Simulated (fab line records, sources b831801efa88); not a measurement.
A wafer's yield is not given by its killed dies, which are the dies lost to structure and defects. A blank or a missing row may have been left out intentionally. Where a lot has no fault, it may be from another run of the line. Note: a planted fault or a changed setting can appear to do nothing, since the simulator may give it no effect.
Chamber matching + flow gf180mcu + cmp-01 running GF_CONTACT_CMP_04: 4 sister chambers
The step polishes SiO2. 8 wafers are shown with their chamber, then 10 later ones without.

EACH WAFER AND ITS CHAMBER
| wafer  | chamber | time-to-endpoint-s (s) | motor-current-A (A) |
|--------|---------|------------------------|---------------------|
| L758.6 | 1       | 123                    | 12.8                |
| L762.5 | 3       | 105                    | 11.9                |
| L763.6 | 0       | 116                    | 10.9                |
| L766.1 | 2       | 111                    | 11.3                |
| L766.2 | 3       | 105                    | 11.2                |
| L766.4 | 1       | 117                    | 12.0                |
| L772.2 | 2       | 101                    | 11.1                |
| L772.4 | 0       | 111                    | 11.4                |

WAFERS WHOSE CHAMBER IS MISSING
| wafer  | time-to-endpoint-s (s) | motor-current-A (A) |
|--------|------------------------|---------------------|
| L772.6 | 109                    | 10.9                |
| L773.2 | 108                    | 10.7                |
| L773.4 | 114                    | 11.5                |
| L773.5 | 114                    | 11.2                |
| L775.1 | 102                    | 10.5                |
| L775.3 | 103                    | 10.9                |
| L775.6 | 111                    | 11.6                |
| L776.3 | 111                    | 10.6                |
| L776.4 | 116                    | 12.1                |
| L776.6 | 109                    | 11.1                |

CHAMBER TAKEN BY EACH
| wafer  | from the rows above               | in truth |
|--------|-----------------------------------|----------|
| L772.6 | can't be placed: 2 or 0 or 3      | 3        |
| L773.2 | can't be placed: 2 or 0 or 3      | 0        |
| L773.4 | can't be placed: 0 or 2 or 3 or 1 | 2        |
| L773.5 | can't be placed: 0 or 2           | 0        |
| L775.1 | can't be placed: 2 or 3 or 0      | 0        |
| L775.3 | can't be placed: 2 or 3 or 0      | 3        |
| L775.6 | can't be placed: 0 or 3 or 2 or 1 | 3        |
| L776.3 | can't be placed: 0 or 2 or 3      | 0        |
| L776.4 | can't be placed: 1 or 0 or 3 or 2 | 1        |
| L776.6 | can't be placed: 2 or 0 or 3      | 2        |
0 of 10 placed correctly. These rows do not allow placing 10 (true chamber among the candidates in 10). Number placed wrongly: 0.
How it was worked out, from the rows above alone: a wafer's distance from a chamber is the root of the sum, over the readings, of the square of ((its reading less the chamber's mean) divided by the reading's scatter). If the next closest chamber is less than 2 further off than the closest, the wafer can't be placed; otherwise it belongs to the closest. The mean given for a chamber averages the wafers shown for that chamber. The scatter is the square root of a quotient: the sum, over the shown wafers, of each reading's squared deviation from its chamber's mean, divided by wafers minus chambers.
